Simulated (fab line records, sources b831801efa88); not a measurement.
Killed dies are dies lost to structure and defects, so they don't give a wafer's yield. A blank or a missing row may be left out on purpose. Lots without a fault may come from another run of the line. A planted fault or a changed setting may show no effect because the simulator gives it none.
Which tool did it? | flow sky130 | 24 lots, 72 wafers sampled, at 5 steps of a route of 708

WHAT THE GAUGES READ, wafer by wafer
SKY_VIA1_CD_MEAS_12: target cd 150 nm.
lot  | measured     | on        | cd_nm (nm)
L074 | day 34 01:40 | cd_sem-01 | 150.8 152.8 151.4
L076 | day 34 11:02 | cd_sem-02 | 147.1 147.5 148.9
L075 | day 34 13:15 | cd_sem-01 | 151.4 150.6 151.9
L078 | day 35 12:07 | cd_sem-01 | 147.5 149.6 149.4
L077 | day 35 18:05 | cd_sem-02 | 152.1 151.1 151.3
L079 | day 36 00:52 | cd_sem-02 | 150.8 150.7 149.4
L080 | day 36 11:49 | cd_sem-01 | 148.2 147.1 148.8
L081 | day 36 15:35 | cd_sem-01 | 151.3 150.7 150.8
L082 | day 37 00:11 | cd_sem-02 | 150.2 152.3 152.5
L083 | day 37 04:03 | cd_sem-02 | 150.8 148.5 150.1
L084 | day 37 19:04 | cd_sem-02 | 148.9 149.2 149.4
L086 | day 37 22:32 | cd_sem-02 | 150.8 151.8 152.6
L085 | day 38 04:07 | cd_sem-02 | 150.4 149.8 150.3
L088 | day 38 07:08 | cd_sem-01 | 150.6 151.2 151.1
L087 | day 38 13:02 | cd_sem-02 | 150.1 152.0 152.2
L089 | day 38 17:59 | cd_sem-02 | 152.0 152.9 152.9
L090 | day 38 19:25 | cd_sem-01 | 149.2 151.3 150.1
L091 | day 39 08:50 | cd_sem-02 | 152.1 152.9 150.6
L092 | day 39 14:10 | cd_sem-02 | 151.0 150.9 152.8
L093 | day 39 18:01 | cd_sem-01 | 151.5 150.5 150.4
L094 | day 40 00:51 | cd_sem-02 | 147.3 148.2 147.9
L095 | day 40 13:12 | cd_sem-01 | 150.5 148.9 150.7
L096 | day 41 05:43 | cd_sem-01 | 150.8 149.9 152.0
L097 | day 41 10:43 | cd_sem-02 | 148.3 148.4 150.3

SKY_VIA2_THK_MEAS_01.
lot  | measured     | on            | VIA2_HDPCVD_THK (nm)
L074 | day 35 07:21 | film_metro-04 | 1176 1175 1192
L076 | day 35 16:22 | film_metro-01 | 1161 1160 1157
L075 | day 35 19:34 | film_metro-04 | 1179 1178 1166
L078 | day 36 17:23 | film_metro-04 | 1179 1196 1187
L077 | day 36 23:03 | film_metro-03 | 1196 1175 1176
L079 | day 37 05:55 | film_metro-03 | 1180 1178 1178
L080 | day 37 16:17 | film_metro-01 | 1212 1191 1196
L081 | day 37 19:59 | film_metro-01 | 1173 1191 1177
L082 | day 38 04:33 | film_metro-01 | 1174 1166 1166
L083 | day 38 08:01 | film_metro-01 | 1168 1168 1188
L084 | day 38 22:45 | film_metro-03 | 1170 1165 1174
L086 | day 39 02:43 | film_metro-04 | 1203 1187 1194
L085 | day 39 07:56 | film_metro-04 | 1191 1174 1200
L088 | day 39 11:24 | film_metro-03 | 1166 1148 1161
L087 | day 39 16:43 | film_metro-01 | 1196 1192 1202
L089 | day 39 21:44 | film_metro-01 | 1189 1175 1190
L090 | day 39 22:58 | film_metro-03 | 1180 1176 1165
L091 | day 40 11:43 | film_metro-04 | 1189 1190 1181
L092 | day 40 17:16 | film_metro-01 | 1181 1194 1181
L093 | day 40 21:13 | film_metro-04 | 1187 1188 1192
L094 | day 41 03:53 | film_metro-01 | 1187 1190 1185
L095 | day 41 15:59 | film_metro-03 | 1172 1170 1148
L096 | day 42 07:15 | film_metro-04 | 1154 1167 1166
L097 | day 42 12:36 | film_metro-03 | 1170 1152 1194

SKY_CAPM_OVL_MEAS_12.
lot  | measured     | on         | CAPM_OVL (nm)
L074 | day 37 12:50 | overlay-02 | 1.1 0.9 0.2
L076 | day 37 22:02 | overlay-01 | 0.6 0.3 -1.2
L075 | day 38 01:40 | overlay-02 | 1.4 1.3 1.3
L078 | day 38 22:08 | overlay-02 | -0.1 0.1 0.0
L077 | day 39 03:37 | overlay-02 | 3.0 3.9 2.0
L079 | day 39 10:38 | overlay-02 | -0.1 -0.1 0.1
L080 | day 39 19:28 | overlay-01 | 1.6 0.0 0.2
L081 | day 39 23:37 | overlay-02 | 0.9 2.4 1.4
L082 | day 40 07:44 | overlay-01 | -0.2 -0.4 0.5
L083 | day 40 10:16 | overlay-02 | -0.1 2.2 1.3
L084 | day 41 01:01 | overlay-02 | 1.5 1.1 -0.9
L086 | day 41 04:17 | overlay-01 | 3.7 2.1 3.4
L085 | day 41 10:22 | overlay-02 | -0.8 -1.6 -1.2
L088 | day 41 13:49 | overlay-01 | -0.4 -5.1 -2.8
L087 | day 41 18:13 | overlay-01 | 2.1 1.8 1.6
L089 | day 41 23:25 | overlay-02 | -1.0 0.5 -0.3
L090 | day 42 00:58 | overlay-01 | 0.3 -1.7 -1.6
L091 | day 42 12:35 | overlay-01 | 0.2 -0.8 0.1
L092 | day 42 17:56 | overlay-01 | 0.8 1.0 0.8
L093 | day 42 21:23 | overlay-01 | 1.3 2.4 0.3
L094 | day 43 04:32 | overlay-01 | 2.8 2.3 2.5
L095 | day 43 16:45 | overlay-02 | -0.1 1.3 -0.7
L096 | day 44 06:55 | overlay-02 | 0.7 1.4 2.6
L097 | day 44 11:25 | overlay-01 | 2.6 3.7 2.4

WHICH TOOL RAN EACH LOT (tool, then ch and the chambers of the sampled wafers, then the start)
lot  | SKY_VIA1_CMP_02               | SKY_VIA2_CMP_02
L074 | cmp-02 ch 0,1,2, day 32 22:07 | cmp-02 ch 0,3, day 35 07:26
L076 | cmp-01 ch 0,2, day 33 07:21   | cmp-02 ch 0,1,2, day 35 16:28
L075 | cmp-02 ch 0,1,3, day 33 09:53 | cmp-02 ch 0,1,3, day 35 19:38
L078 | cmp-02 ch 0,3, day 34 10:16   | cmp-02 ch 0,2,3, day 36 17:34
L077 | cmp-02 ch 0,1,3, day 34 14:41 | cmp-02 ch 0,2, day 36 23:06
L079 | cmp-02 ch 1,3, day 34 22:28   | cmp-01 ch 0,3, day 37 05:58
L080 | cmp-02 ch 0,3, day 35 09:17   | cmp-01 ch 1,2,3, day 37 16:23
L081 | cmp-02 ch 0,1,2, day 35 13:49 | cmp-01 ch 0,1,2, day 37 20:08
L082 | cmp-02 ch 0,2, day 35 21:10   | cmp-02 ch 1,2,3, day 38 04:41
L083 | cmp-02 ch 0,3, day 36 01:25   | cmp-01 ch 0,2,3, day 38 08:10
L084 | cmp-01 ch 0,1,2, day 36 17:32 | cmp-02 ch 0,1,2, day 38 22:48
L086 | cmp-02 ch 0,1,3, day 36 21:46 | cmp-02 ch 0,3, day 39 02:49
L085 | cmp-01 ch 0,1, day 37 02:02   | cmp-02 ch 2,3, day 39 07:59
L088 | cmp-01 ch 0,2,3, day 37 05:37 | cmp-02 ch 1,3, day 39 11:30
L087 | cmp-01 ch 0,1,3, day 37 10:59 | cmp-02 ch 0,2,3, day 39 16:49
L089 | cmp-02 ch 0,3, day 37 16:30   | cmp-02 ch 1,2, day 39 21:47
L090 | cmp-01 ch 0,1,3, day 37 17:31 | cmp-02 ch 0,1, day 39 23:01
L091 | cmp-02 ch 0,3, day 38 07:35   | cmp-02 ch 0,3, day 40 11:46
L092 | cmp-02 ch 1,2,3, day 38 12:58 | cmp-01 ch 1,2,3, day 40 17:20
L093 | cmp-02 ch 1,2,3, day 38 17:18 | cmp-02 ch 0,2, day 40 21:17
L094 | cmp-02 ch 0,1,2, day 39 00:02 | cmp-02 ch 0,1, day 41 03:58
L095 | cmp-01 ch 0,1,3, day 39 12:11 | cmp-02 ch 1,2,3, day 41 16:10
L096 | cmp-02 ch 0,1,2, day 40 05:59 | cmp-02 ch 2,3, day 42 07:35
L097 | cmp-02 ch 0,3, day 40 10:30   | cmp-01 ch 1,2, day 42 12:43
- SKY_VIA1_CMP_02: polishes SiO2.
- SKY_VIA2_CMP_02: polishes SiO2.

WHAT THE TOOLS THEMSELVES READ (means of the sampled wafers that have a number; where no wafer has one, the mark that the record gives instead)
SKY_VIA1_CMP_02.
lot  | tool   | motor_current_A (A)
L074 | cmp-02 | 11.3
L076 | cmp-01 | 11.9
L075 | cmp-02 | 11.4
L078 | cmp-02 | 11.8
L077 | cmp-02 | 12.1
L079 | cmp-02 | 11.4
L080 | cmp-02 | 11.5
L081 | cmp-02 | 11.2
L082 | cmp-02 | 11.2
L083 | cmp-02 | 11.3
L084 | cmp-01 | 12.5
L086 | cmp-02 | 11.9
L085 | cmp-01 | 12.6
L088 | cmp-01 | 11.9
L087 | cmp-01 | 12.2
L089 | cmp-02 | 11.1
L090 | cmp-01 | 12.0
L091 | cmp-02 | 11.2
L092 | cmp-02 | 10.9
L093 | cmp-02 | 10.7
L094 | cmp-02 | 11.2
L095 | cmp-01 | 12.4
L096 | cmp-02 | 11.7
L097 | cmp-02 | 12.1

SKY_VIA2_CMP_02.
lot  | tool   | motor_current_A (A)
L074 | cmp-02 | 11.6
L076 | cmp-02 | 11.1
L075 | cmp-02 | 11.7
L078 | cmp-02 | 10.8
L077 | cmp-02 | 10.7
L079 | cmp-01 | 12.4
L080 | cmp-01 | 12.4
L081 | cmp-01 | 12.2
L082 | cmp-02 | 11.3
L083 | cmp-01 | 12.6
L084 | cmp-02 | 11.6
L086 | cmp-02 | 11.0
L085 | cmp-02 | 10.6
L088 | cmp-02 | 11.4
L087 | cmp-02 | 11.0
L089 | cmp-02 | 11.1
L090 | cmp-02 | 12.2
L091 | cmp-02 | 11.7
L092 | cmp-01 | 12.1
L093 | cmp-02 | 10.1
L094 | cmp-02 | 12.3
L095 | cmp-02 | 10.9
L096 | cmp-02 | 10.2
L097 | cmp-01 | 12.7

THE ANSWER, worked out from the rows above alone
Rule: what is usual is taken from the lots themselves. Put in order of their means at a reading, lots are off if they are a third of the lots or fewer, leave a main group of 4 or more, and stand apart from it by a gap of 3 or more times the standard deviation of the main group's means; of several such gaps the widest counts. A main group whose means are all the same, to the digits that the tables above print for the reading, isn't used. A lot without any number at a reading at which 4 lots or more have one is off too. The other lots that the step has rows for count as sound. The gauges are gone through in route order, then the tools' own readings, and for those a lot's mean is taken as printed above. The first step at which some lot is off is used, and at that step the reading that is off furthest; a lot without a number counts as furthest.
No lot is off at any reading shown: from this, nothing can be told.

WHAT THE SIMULATOR HAD PUT IN
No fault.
